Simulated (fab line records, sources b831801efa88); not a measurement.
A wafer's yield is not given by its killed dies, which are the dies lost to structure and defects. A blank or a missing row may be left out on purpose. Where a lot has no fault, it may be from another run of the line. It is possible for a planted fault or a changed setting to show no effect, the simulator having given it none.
Matching of chambers ; flow sky130 ; cmp-02 running SKY_VIA3_CMP_24: 4 sister chambers
The step polishes, stops on SiO2, t overpolish 20 s, target thk 0 nm. 8 wafers are shown with their chamber, then 11 later ones without.

== WAFERS PAIRED WITH THEIR CHAMBERS ==
wafer;chamber;motor_current_A (A);overpolish_run_s (s)
L086.1;0;9.2;20.005
L086.5;0;9.2;19.990
L084.6;2;11.6;20.005
L087.1;2;11.1;19.997
L087.4;1;11.0;19.981
L088.3;1;11.1;19.989
L088.5;3;12.6;19.990
L090.1;3;12.3;20.004

== WAFERS WITHOUT THEIR CHAMBER ==
wafer;motor_current_A (A);overpolish_run_s (s)
L090.2;11.2;20.005
L090.5;9.1;19.987
L092.3;10.5;20.012
L092.4;11.9;20.002
L092.5;10.2;19.999
L094.3;10.5;20.018
L094.4;10.7;20.001
L094.6;9.2;20.001
L096.2;10.6;19.994
L096.3;12.1;19.999
L096.4;11.3;19.981

== WHICH CHAMBER EACH ONE RAN IN ==
wafer;from the rows above;in truth
L090.2;can't be placed: 2 or 1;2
L090.5;0;0
L092.3;can't be placed: 1 or 2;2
L092.4;can't be placed: 2 or 3 or 1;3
L092.5;can't be placed: 1 or 0 or 2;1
L094.3;can't be placed: 2 or 1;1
L094.4;can't be placed: 1 or 2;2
L094.6;0;0
L096.2;can't be placed: 1 or 2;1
L096.3;can't be placed: 3 or 2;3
L096.4;can't be placed: 1 or 2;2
2 of 11 placed correctly. These rows do not allow placing 9 (true chamber among the candidates in 9). Placed wrongly: 0.
How it was worked out, from the rows above alone: a wafer's distance from a chamber is the root of the sum, over the readings, of the square of ((its reading less the chamber's mean) divided by the reading's scatter). The wafer belongs to the nearest chamber; if the next one is less than 2 further off, it can't be placed. Each chamber's mean is taken over the wafers shown for it. The scatter is the square root of a quotient: the sum, over the shown wafers, of each reading's squared deviation from its chamber's mean, divided by wafers minus chambers.
